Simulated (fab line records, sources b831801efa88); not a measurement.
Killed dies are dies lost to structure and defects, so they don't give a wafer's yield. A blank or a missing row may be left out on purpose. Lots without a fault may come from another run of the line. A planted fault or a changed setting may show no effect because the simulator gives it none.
Problem report in the 8D (eight disciplines) form, filled by code | flow gf180mcu | the parts of the form that need people (team, actions taken, sign-off) are left out

1. THE PROBLEM
overpolish_run_s at GF_V2_CMP_26 reads a mean of 0.045 s on 1 wafer of 1 lot; wafers without a fault read 15.000 s with a standard deviation of 0.0096. That is -99 or more standard deviations from the usual mean.
The step: polishes, stops on SiO2, t overpolish 15 s, target thk 0 nm.
First seen on wafer L452.1, day 22 21:32, on cmp-01. The record holds 31 wafers of 11 lots with a number at this step. Rule for "out", or "out of limits": more than 4 standard deviations from the usual mean. The other wafers with a number count as sound.

2. WHAT IT IS AND WHAT IT IS NOT
question                    | is                                   | is not
which readings at this step | overpolish_run_s, time_to_endpoint_s | motor_current_A
which lots                  | L452                                 | L445, L446, L447, L448, L449, L455, L459, L460, L461, L465
which wafers of those lots  | all that have a number               | -
read on which tools         | cmp-01                               | cmp-02
when                        | from day 22 21:32                    | up to then (15 sound wafers); but 15 sound wafers of L455, L459, L460, L461, L465 came after

3. SUSPECTS, AND WHAT RULES EACH OUT
Counting: a tool at a process step up to the reading stays a suspect if it ran every lot that is out and no sound lot after the first of them.
- rie_diel-01 at GF_V2_ETCH_17 (etches SiO2 in C4F8/O2/Ar, stops on TiN, target depth 630 nm): ruled out as a lasting fault. Sound lots L455, L465 ran on it after its first lot that is out, L452 (day 22 21:15). GF_V2_ETCH_17 gives no start for some lots, so the hours and the order of its lots are those of GF_V2_CVD_23.
- cvd_w-01 at GF_V2_CVD_23 (deposits W, target thk 350 nm, time 104.94 s): ruled out as a lasting fault. Sound lots L455, L460, L461 ran on it after its first lot that is out, L452 (day 22 21:15).
- cmp-01 at GF_V2_CMP_26 (polishes, stops on SiO2, t overpolish 15 s, target thk 0 nm): kept. It ran the lot that is out, L452 (day 22 21:32), and no sound lot after that; its last sound lot up to then is L447 (day 20 22:28). Its own readings are out on those wafers: overpolish_run_s, time_to_endpoint_s.
Left after counting: cmp-01 at GF_V2_CMP_26.

4. THE CAUSE (what the simulator had put in)
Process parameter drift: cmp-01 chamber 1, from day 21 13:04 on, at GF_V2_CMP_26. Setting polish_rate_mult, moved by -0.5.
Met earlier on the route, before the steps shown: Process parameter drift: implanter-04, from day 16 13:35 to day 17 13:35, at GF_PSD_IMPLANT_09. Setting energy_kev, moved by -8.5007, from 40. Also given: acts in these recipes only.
Counting left only this tool.

5. THE CHAIN OF EFFECTS, in route order
Each row: a reading whose mean over the struck wafers that have a number lies more than 3 standard deviations from the usual. Only readings for which the record gives a usual standard deviation are gone through. hours: the time from each lot's start at the first step in this table that gives one to its start at this step, as a median over the lots. sigmas: the change in usual standard deviations.
hours | step         | reading            | usual    | on struck wafers | change  | sigmas
0     | GF_V2_CMP_26 | overpolish_run_s   | 15.000 s | 0.045            | -14.955 | -99 or more
0     | GF_V2_CMP_26 | time_to_endpoint_s | 83.6 s   | 126.8            | +43.2   | +15
The process steps in it:
- GF_V2_CMP_26: polishes, stops on SiO2, t overpolish 15 s, target thk 0 nm.

6. WHAT WOULD HAVE CAUGHT IT SOONER
In this record the first reading out of limits was taken at day 22 21:32, 32 hours after the fault began at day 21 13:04.
